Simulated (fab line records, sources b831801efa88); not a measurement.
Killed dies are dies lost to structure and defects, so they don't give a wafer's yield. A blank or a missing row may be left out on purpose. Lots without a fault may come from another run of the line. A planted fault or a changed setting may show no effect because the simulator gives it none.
Which tool did it? | flow sky130 | 12 lots, 36 wafers sampled, at 4 steps of a route of 708

WHAT THE GAUGES READ, wafer by wafer
SKY_FIELD_ISO_THK_MEAS_23. Usual: FIELD_ISO_OXIDATION_01_THK 9.90 nm, standard deviation 0.2.
lot  | measured    | on            | FIELD_ISO_OXIDATION_01_THK (nm) | flag
L736 | day 2 07:10 | film_metro-03 | 10.03 10.04 10.37               |
L737 | day 2 10:46 | film_metro-03 | 9.85 9.92 9.69                  |
L738 | day 2 18:31 | film_metro-01 | 10.16 10.11 10.00               |
L739 | day 3 01:23 | film_metro-03 | 9.56 9.53 9.66                  |
L741 | day 3 11:09 | film_metro-03 | 9.93 9.94 9.82                  |
L742 | day 3 15:49 | film_metro-03 | 9.75 9.90 9.78                  |
L743 | day 3 19:46 | film_metro-04 | 9.57 9.54 9.67                  |
L744 | day 4 02:53 | film_metro-01 | 9.79 9.90 9.80                  |
L745 | day 4 08:49 | film_metro-03 | 9.70 9.80 9.81                  |
L754 | day 6 03:16 | film_metro-03 | 4.29 4.43 4.25                  | OFF
L755 | day 6 10:44 | film_metro-04 | 3.96 4.43 4.42                  | OFF
L759 | day 7 11:36 | film_metro-04 | 9.81 9.74 9.91                  |

SKY_VT_ADJUST_HVTR_CD_MEAS_07: target cd 380 nm. Usual: cd_nm 379 nm, standard deviation 3.2.
lot  | measured     | on        | cd_nm (nm)  | flag
L736 | day 9 06:41  | cd_sem-01 | 374 372 374 |
L737 | day 9 07:37  | cd_sem-02 | 375 375 374 |
L738 | day 9 22:22  | cd_sem-02 | 384 387 385 |
L739 | day 10 16:45 | cd_sem-01 | 375 375 376 |
L741 | day 11 07:41 | cd_sem-01 | 378 377 376 |
L742 | day 11 06:26 | cd_sem-02 | 381 378 378 |
L743 | day 11 12:34 | cd_sem-01 | 376 377 374 |
L744 | day 11 22:58 | cd_sem-02 | 383 382 383 |
L745 | day 12 02:43 | cd_sem-01 | 382 382 382 |
L754 | day 14 17:32 | cd_sem-01 | 382 382 381 |
L755 | day 15 09:30 | cd_sem-01 | 381 382 380 |
L759 | day 16 14:46 | cd_sem-02 | 381 380 383 |

WHICH TOOL RAN EACH LOT (tool, then ch and the chambers of the sampled wafers, then the start)
lot  | SKY_FIELD_ISO_OXIDATION_22   | SKY_FIELD_ISO_CMP_27
L736 | furnace-02 ch 0, day 2 05:59 | cmp-02 ch 0,2,3, day 2 09:26
L737 | furnace-01 ch 0, day 2 09:35 | cmp-02 ch 2,3, day 2 12:27
L738 | furnace-02 ch 0, day 2 17:20 | cmp-01 ch 1,2,3, day 2 20:13
L739 | furnace-01 ch 0, day 3 00:13 | cmp-02 ch 0,2,3, day 3 04:23
L741 | furnace-02 ch 0, day 3 09:57 | cmp-02 ch 2,3, day 3 17:10
L742 | furnace-01 ch 0, day 3 14:38 | cmp-02 ch 1,2, day 3 20:04
L743 | furnace-02 ch 0, day 3 18:35 | cmp-02 ch 0,2,3, day 4 00:27
L744 | furnace-01 ch 0, day 4 01:42 | cmp-02 ch 0,2,3, day 4 04:49
L745 | furnace-02 ch 0, day 4 07:38 | cmp-02 ch 2,3, day 4 10:30
L754 | furnace-01 ch 0, day 6 02:05 | cmp-01 ch 1,2,3, day 6 04:57
L755 | furnace-01 ch 0, day 6 09:34 | cmp-02 ch 0,3, day 6 13:08
L759 | furnace-02 ch 0, day 7 10:25 | cmp-01 ch 0,1, day 7 14:29
- SKY_FIELD_ISO_OXIDATION_22: stabilise 600 s, purge 300 s, target thk 10 nm.
- SKY_FIELD_ISO_CMP_27: polishes, stops on Si3N4, t overpolish 16 s, target thk 457.8 nm.

WHAT THE TOOLS THEMSELVES READ (means of the sampled wafers that have a number; where no wafer has one, the mark that the record gives instead)
SKY_FIELD_ISO_OXIDATION_22. Usual: ox_temp_c 950.1 C, standard deviation 0.39; ox_temp_c_max 954.8, standard deviation 2.2; spike_tc_centre_C 951.0 C, standard deviation 1.3; spike_tc_top_C 963.5 C, standard deviation 1.5.
lot  | tool       | ox_temp_c (C) | ox_temp_c_max | spike_tc_centre_C (C) | spike_tc_top_C (C) | flag
L736 | furnace-02 | 949.6         | 951.7         | 950.4                 | 961.7              |
L737 | furnace-01 | 949.7         | 956.0         | 953.0                 | 964.1              |
L738 | furnace-02 | 949.8         | 952.2         | 950.6                 | 961.9              |
L739 | furnace-01 | 950.6         | 957.4         | 950.5                 | 965.1              |
L741 | furnace-02 | 950.1         | 952.4         | 949.0                 | 963.0              |
L742 | furnace-01 | 950.6         | 956.6         | 952.3                 | 963.5              |
L743 | furnace-02 | 949.8         | 952.6         | 949.8                 | 963.0              |
L744 | furnace-01 | 949.9         | 955.5         | 952.0                 | 963.9              |
L745 | furnace-02 | 950.3         | 952.3         | 950.5                 | 962.7              |
L754 | furnace-01 | 950.0         | 956.5         | 951.2                 | 965.4              |
L755 | furnace-01 | 949.7         | 955.4         | 951.9                 | 963.4              |
L759 | furnace-02 | 950.1         | 952.6         | 950.4                 | 962.1              |

SKY_FIELD_ISO_CMP_27. Usual: motor_current_A 12.1 A, standard deviation 1.9.
lot  | tool   | motor_current_A (A) | flag
L736 | cmp-02 | 13.0                |
L737 | cmp-02 | 14.8                |
L738 | cmp-01 | 11.7                |
L739 | cmp-02 | 13.2                |
L741 | cmp-02 | 13.5                |
L742 | cmp-02 | 10.4                |
L743 | cmp-02 | 12.8                |
L744 | cmp-02 | 12.8                |
L745 | cmp-02 | 14.7                |
L754 | cmp-01 | 12.2                |
L755 | cmp-02 | 12.5                |
L759 | cmp-01 | 13.5                |

THE ANSWER, worked out from the rows above alone
Rule: a lot is off if the mean of its wafers that have a number lies more than 3 standard deviations from the usual mean. A lot without any number at a reading at which 4 lots or more have one is off too. The other lots that the step has rows for count as sound. The gauges are gone through in route order, then the tools' own readings, and for those a lot's mean is taken as printed above. The first step at which some lot is off is used, and at that step the reading that is off furthest; a lot without a number counts as furthest.
Off: L754, L755, at SKY_FIELD_ISO_THK_MEAS_23 (FIELD_ISO_OXIDATION_01_THK).
A tool fits if, at a process step before that reading, it ran every lot that is off, and no sound lot after the first of them. The gauges at SKY_FIELD_ISO_THK_MEAS_23 are tried like those tools. One fits: furnace-01 at SKY_FIELD_ISO_OXIDATION_22. Its last sound lot is L744 (day 4 01:42), its first lot that is off L754 (day 6 02:05): a fault that began between those two fits.

WHAT THE SIMULATOR HAD PUT IN
Process parameter drift: furnace-01, from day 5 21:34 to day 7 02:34, at SKY_FIELD_ISO_OXIDATION_22. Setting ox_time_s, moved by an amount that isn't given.
Lots struck among those shown: L754, L755. The rule above found the same.
